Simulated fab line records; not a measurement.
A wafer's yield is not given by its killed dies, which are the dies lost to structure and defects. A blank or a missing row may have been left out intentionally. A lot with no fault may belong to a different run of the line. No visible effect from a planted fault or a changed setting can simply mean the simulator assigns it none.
2 desks looking at one fault    flow sky130    every desk sees just its own numbers, and what lay behind them comes last

## FROM THE METROLOGY DESK
Means of the sampled wafers that have a number, per lot and without regard to the tool the lot ran on: this is what the gauges read. If a lot's mean is further than 4 standard deviations from the usual mean, the lot is out of limits and carries the mark OUT (the distance appears in the brackets).
Columns: A = FIELD_ISO_CVD_03_THK at SKY_FIELD_ISO_THK_MEAS_04, usual 164.0 nm; B = NWELL_RS at SKY_NWELL_RS_MEAS_29, usual 624.6 ohm/sq; C = LDD_N_OVL at SKY_LDD_N_OVL_MEAS_07, usual -0.2 nm; D = CONTACT_W_RS at SKY_CONTACT_RS_MEAS_25, usual 0.339 ohm/sq
lot   first seen here  A      B                 C     D
L313  day 1 14:02      164.1  623.4             -0.6  0.343
L314  day 1 18:29      162.6  623.9             -0.6  0.339
L315  day 1 23:37      165.6  624.0             0.8   0.344
L316  day 2 05:50      164.8  614.9 (-6.1) OUT  -0.1  0.338
L318  day 2 14:29      165.9  618.3             0.9   0.344
L320  day 3 01:02      163.8  625.7             0.6   0.335
L329  day 5 00:55      164.1  622.6             -1.4  0.336
L330  day 5 06:46      163.4  626.7             -0.7  0.340
L331  day 5 10:34      163.1  627.7             -0.6  0.337
L332  day 5 14:46      163.9  624.4             -0.7  0.341
L333  day 5 17:47      164.3  626.0             1.1   0.343
L334  day 5 23:38      163.9  625.3             0.6   0.347
L335  day 6 03:52      165.8  622.5             0.7   0.337
This desk's finding: out of limits on L316; first on L316, day 6 00:29 (NWELL_RS at SKY_NWELL_RS_MEAS_29). Within limits: L313, L314, L315, L318, L320, L329, L330, L331, L332, L333, L334, L335.

## TOOL OWNER'S DESK, implanter-04
For each lot that ran on this tool, the mean over its sampled wafers that have a number, from the tool's own readings at SKY_NWELL_IMPLANT_12. If a lot's mean is further than 4 standard deviations from the usual mean, the lot is out of limits and carries the mark OUT (the distance appears in the brackets).
Columns: A = beam on s at SKY_NWELL_IMPLANT_12, usual 10.00 s; B = end station pressure torr at SKY_NWELL_IMPLANT_12, usual 5.05e-06 Torr; C = faraday current uA at SKY_NWELL_IMPLANT_12, usual 7.33
lot   first seen here  A                B         C
L313  day 4 11:29      10.09            4.93e-06  7.30
L314  day 4 17:10      10.19            5.05e-06  7.21
L315  day 4 23:02      9.87             5.02e-06  7.39
L316  day 5 05:32      12.35 (+12) OUT  4.94e-06  5.93 (-10) OUT
L318  day 5 17:20      12.58 (+13) OUT  5.17e-06  5.82 (-11) OUT
L332  day 9 08:44      9.74             5.38e-06  7.50
L333  day 9 10:46      9.91             4.84e-06  7.40
L334  day 9 18:22      10.02            5.26e-06  7.32
This desk finds L316, L318 out of limits, L316 being first, at day 5 05:32 (beam on s at SKY_NWELL_IMPLANT_12). Within limits: L313, L314, L315, L332, L333, L334.

## PUT TOGETHER
The tool owner's desk could have raised an alarm at day 5 05:32, on L316, L318.
Metrology desk: alarm possible at day 6 00:29 on L316.
The metrology desk has L318 on record, within its limits.
SKY_NWELL_IMPLANT_12 was run on implanter-04 by each of the lots named.

## WHAT THE SIMULATOR HAD PUT IN
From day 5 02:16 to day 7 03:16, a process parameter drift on implanter-04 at SKY_NWELL_IMPLANT_12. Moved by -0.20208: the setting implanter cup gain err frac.
Lots struck among those shown: L316, L318.
Counting hours from when the fault started, the first reading out of limits came at 3 for the tool owner's desk and at 22 for the metrology desk.
